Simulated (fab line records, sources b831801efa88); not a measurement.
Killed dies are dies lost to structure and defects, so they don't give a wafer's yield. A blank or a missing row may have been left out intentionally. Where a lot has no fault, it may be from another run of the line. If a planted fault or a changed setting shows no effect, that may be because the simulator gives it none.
The tool behind it: which one? :: flow sky130 :: 14 lots with 42 wafers sampled at 4 steps, on a route of 708 steps

## WHAT THE GAUGES SHOWED, per wafer
SKY_GATE_OXIDE_TW_MEAS_14. Usual: GATE_OXIDE_TW gives 224.7 (standard deviation 1.1).
lot: L520
measured: day 13 23:46
on: film_metro-02
GATE_OXIDE_TW: 225.1 225.2 224.8
flag: 

lot: L521
measured: day 14 08:43
on: film_metro-04
GATE_OXIDE_TW: 225.1 225.3 225.1
flag: 

lot: L522
measured: day 14 09:01
on: film_metro-02
GATE_OXIDE_TW: 225.0 225.2 223.8
flag: 

lot: L523
measured: day 14 17:26
on: film_metro-02
GATE_OXIDE_TW: 223.7 225.7 226.8
flag: 

lot: L524
measured: day 15 06:14
on: film_metro-04
GATE_OXIDE_TW: 222.7 223.7 222.9
flag: 

lot: L525
measured: day 15 07:34
on: film_metro-04
GATE_OXIDE_TW: 223.1 223.7 223.7
flag: 

lot: L526
measured: day 15 18:47
on: film_metro-02
GATE_OXIDE_TW: 225.3 225.3 224.7
flag: 

lot: L531
measured: day 18 04:16
on: film_metro-03
GATE_OXIDE_TW: 224.0 224.2 223.4
flag: 

lot: L532
measured: day 18 14:23
on: film_metro-02
GATE_OXIDE_TW: 226.9 226.2 226.7
flag: 

lot: L540
measured: day 20 23:11
on: film_metro-04
GATE_OXIDE_TW: 223.6 225.2 222.7
flag: 

lot: L538
measured: day 20 23:32
on: film_metro-03
GATE_OXIDE_TW: 225.0 225.5 224.4
flag: 

lot: L541
measured: day 21 12:46
on: film_metro-04
GATE_OXIDE_TW: 223.7 223.4 222.6
flag: 

lot: L542
measured: day 21 21:38
on: film_metro-04
GATE_OXIDE_TW: 224.2 222.2 223.5
flag: 

lot: L543
measured: day 21 21:55
on: film_metro-02
GATE_OXIDE_TW: 225.7 226.9 225.0
flag: 

SKY_POLY_GATE_THK_MEAS_04. Usual: POLY_GATE_CVD_03_THK gives 75.0 nm (standard deviation 0.75).
lot: L520
measured: day 15 08:51
on: film_metro-01
POLY_GATE_CVD_03_THK (nm): 75.5 75.2 75.5
flag: 

lot: L521
measured: day 15 19:44
on: film_metro-01
POLY_GATE_CVD_03_THK (nm): 74.6 75.1 75.3
flag: 

lot: L522
measured: day 15 19:44
on: film_metro-04
POLY_GATE_CVD_03_THK (nm): 75.6 75.6 75.0
flag: 

lot: L523
measured: day 16 02:20
on: film_metro-01
POLY_GATE_CVD_03_THK (nm): 75.5 75.7 75.6
flag: 

lot: L524
measured: day 16 14:50
on: film_metro-02
POLY_GATE_CVD_03_THK (nm): 74.1 73.7 74.3
flag: 

lot: L525
measured: day 16 16:58
on: film_metro-02
POLY_GATE_CVD_03_THK (nm): 75.2 75.6 75.3
flag: 

lot: L526
measured: day 17 03:05
on: film_metro-01
POLY_GATE_CVD_03_THK (nm): 75.1 75.5 76.0
flag: 

lot: L531
measured: day 19 20:16
on: film_metro-01
POLY_GATE_CVD_03_THK (nm): 74.3 73.9 73.4
flag: 

lot: L532
measured: day 20 08:22
on: film_metro-01
POLY_GATE_CVD_03_THK (nm): 74.2 74.5 74.2
flag: 

lot: L540
measured: day 22 11:42
on: film_metro-01
POLY_GATE_CVD_03_THK (nm): 74.5 74.3 74.7
flag: 

lot: L538
measured: day 22 11:43
on: film_metro-02
POLY_GATE_CVD_03_THK (nm): 74.4 74.6 74.8
flag: 

lot: L541
measured: day 22 23:55
on: film_metro-04
POLY_GATE_CVD_03_THK (nm): 75.2 75.5 75.8
flag: 

lot: L542
measured: day 23 08:52
on: film_metro-02
POLY_GATE_CVD_03_THK (nm): 74.2 74.0 74.6
flag: 

lot: L543
measured: day 23 10:13
on: film_metro-02
POLY_GATE_CVD_03_THK (nm): 74.1 74.8 75.0
flag: 

SKY_LDD_P_TW_MEAS_11. Usual: LDD_P_TW gives 635.9 (standard deviation 2.9).
lot: L520
measured: day 19 06:22
on: film_metro-04
LDD_P_TW: 635.1 634.6 634.5
flag: 

lot: L521
measured: day 19 18:47
on: film_metro-03
LDD_P_TW: 632.3 629.2 629.7
flag: 

lot: L522
measured: day 19 18:33
on: film_metro-04
LDD_P_TW: 637.4 634.4 636.0
flag: 

lot: L523
measured: day 20 02:40
on: film_metro-02
LDD_P_TW: 632.8 636.2 637.0
flag: 

lot: L524
measured: day 20 15:47
on: film_metro-03
LDD_P_TW: 638.3 641.1 640.2
flag: 

lot: L525
measured: day 20 16:08
on: film_metro-04
LDD_P_TW: 633.1 636.3 637.3
flag: 

lot: L526
measured: day 21 06:01
on: film_metro-03
LDD_P_TW: 636.1 635.7 641.1
flag: 

lot: L531
measured: day 23 20:14
on: film_metro-03
LDD_P_TW: 636.9 637.0 638.5
flag: 

lot: L532
measured: day 24 06:03
on: film_metro-03
LDD_P_TW: 639.9 640.0 636.2
flag: 

lot: L540
measured: day 26 09:26
on: film_metro-04
LDD_P_TW: 628.1 635.1 634.1
flag: 

lot: L538
measured: day 26 09:09
on: film_metro-02
LDD_P_TW: 635.3 636.5 634.1
flag: 

lot: L541
measured: day 26 20:24
on: film_metro-03
LDD_P_TW: 641.6 639.9 641.0
flag: 

lot: L542
measured: day 27 04:26
on: film_metro-03
LDD_P_TW: 637.3 636.1 630.6
flag: 

lot: L543
measured: day 27 06:38
on: film_metro-04
LDD_P_TW: 633.0 635.8 631.3
flag: 

## TOOL THAT RAN EACH LOT (tool first, then ch and the chambers of the sampled wafers, then the start)
lot: L520
SKY_LDD_N_IMPLANT_11: implanter-02 ch 0, day 18 00:40

lot: L521
SKY_LDD_N_IMPLANT_11: implanter-02 ch 0, day 18 12:17

lot: L522
SKY_LDD_N_IMPLANT_11: implanter-03 ch 0, day 18 12:13

lot: L523
SKY_LDD_N_IMPLANT_11: implanter-01 ch 0, day 18 19:45

lot: L524
SKY_LDD_N_IMPLANT_11: implanter-03 ch 0, day 19 08:40

lot: L525
SKY_LDD_N_IMPLANT_11: implanter-01 ch 0, day 19 08:56

lot: L526
SKY_LDD_N_IMPLANT_11: implanter-03 ch 0, day 19 23:22

lot: L531
SKY_LDD_N_IMPLANT_11: implanter-03 ch 0, day 22 12:35

lot: L532
SKY_LDD_N_IMPLANT_11: implanter-03 ch 0, day 22 23:26

lot: L540
SKY_LDD_N_IMPLANT_11: implanter-01 ch 0, day 25 02:35

lot: L538
SKY_LDD_N_IMPLANT_11: implanter-02 ch 0, day 25 02:35

lot: L541
SKY_LDD_N_IMPLANT_11: implanter-02 ch 0, day 25 14:47

lot: L542
SKY_LDD_N_IMPLANT_11: implanter-03 ch 0, day 25 22:25

lot: L543
SKY_LDD_N_IMPLANT_11: implanter-01 ch 0, day 26 00:25
- SKY_LDD_N_IMPLANT_11

## WHAT THE TOOLS THEMSELVES READ (means of the sampled wafers that have a number; where no wafer has one, the mark that the record gives instead)
SKY_LDD_N_IMPLANT_11. Usual: beam_energy_keV 20.000, standard deviation 0.0073; beam_on_s 10.01 s, standard deviation 0.2.
lot: L520
tool: implanter-02
beam_energy_keV: 20.004
beam_on_s (s): 9.85
flag: 

lot: L521
tool: implanter-02
beam_energy_keV: 20.001
beam_on_s (s): 10.03
flag: 

lot: L522
tool: implanter-03
beam_energy_keV: 19.999
beam_on_s (s): 10.07
flag: 

lot: L523
tool: implanter-01
beam_energy_keV: 19.997
beam_on_s (s): 9.95
flag: 

lot: L524
tool: implanter-03
beam_energy_keV: 19.997
beam_on_s (s): 10.14
flag: 

lot: L525
tool: implanter-01
beam_energy_keV: 19.995
beam_on_s (s): 9.79
flag: 

lot: L526
tool: implanter-03
beam_energy_keV: 20.000
beam_on_s (s): 10.09
flag: 

lot: L531
tool: implanter-03
beam_energy_keV: 17.550
beam_on_s (s): 9.96
flag: OFF

lot: L532
tool: implanter-03
beam_energy_keV: 17.552
beam_on_s (s): 9.79
flag: OFF

lot: L540
tool: implanter-01
beam_energy_keV: 20.013
beam_on_s (s): 10.10
flag: 

lot: L538
tool: implanter-02
beam_energy_keV: 20.003
beam_on_s (s): 9.90
flag: 

lot: L541
tool: implanter-02
beam_energy_keV: 19.998
beam_on_s (s): 9.93
flag: 

lot: L542
tool: implanter-03
beam_energy_keV: 19.999
beam_on_s (s): 10.05
flag: 

lot: L543
tool: implanter-01
beam_energy_keV: 20.006
beam_on_s (s): 10.26
flag: 

## THE ANSWER, worked out from the rows above alone
Rule: lot off if the mean of its wafers having a number is beyond 3 standard deviations from the usual mean. A lot without any number at a reading at which 4 lots or more have one is off too. Any other lot the step has rows for is counted as sound. Order of review: gauges by route order, followed by the tools' own readings, for which a lot's mean as printed above is used. At the first step where some lot is off, the reading lying furthest off is the one used; lots without a number count as furthest.
Off: L531, L532 (SKY_LDD_N_IMPLANT_11, beam_energy_keV).
If a tool, at that step or one of the process steps before it, ran each lot that is off and ran no sound lot following the first of them, it fits. Not one of the candidates tried fits.

## WHAT THE SIMULATOR HAD INSERTED
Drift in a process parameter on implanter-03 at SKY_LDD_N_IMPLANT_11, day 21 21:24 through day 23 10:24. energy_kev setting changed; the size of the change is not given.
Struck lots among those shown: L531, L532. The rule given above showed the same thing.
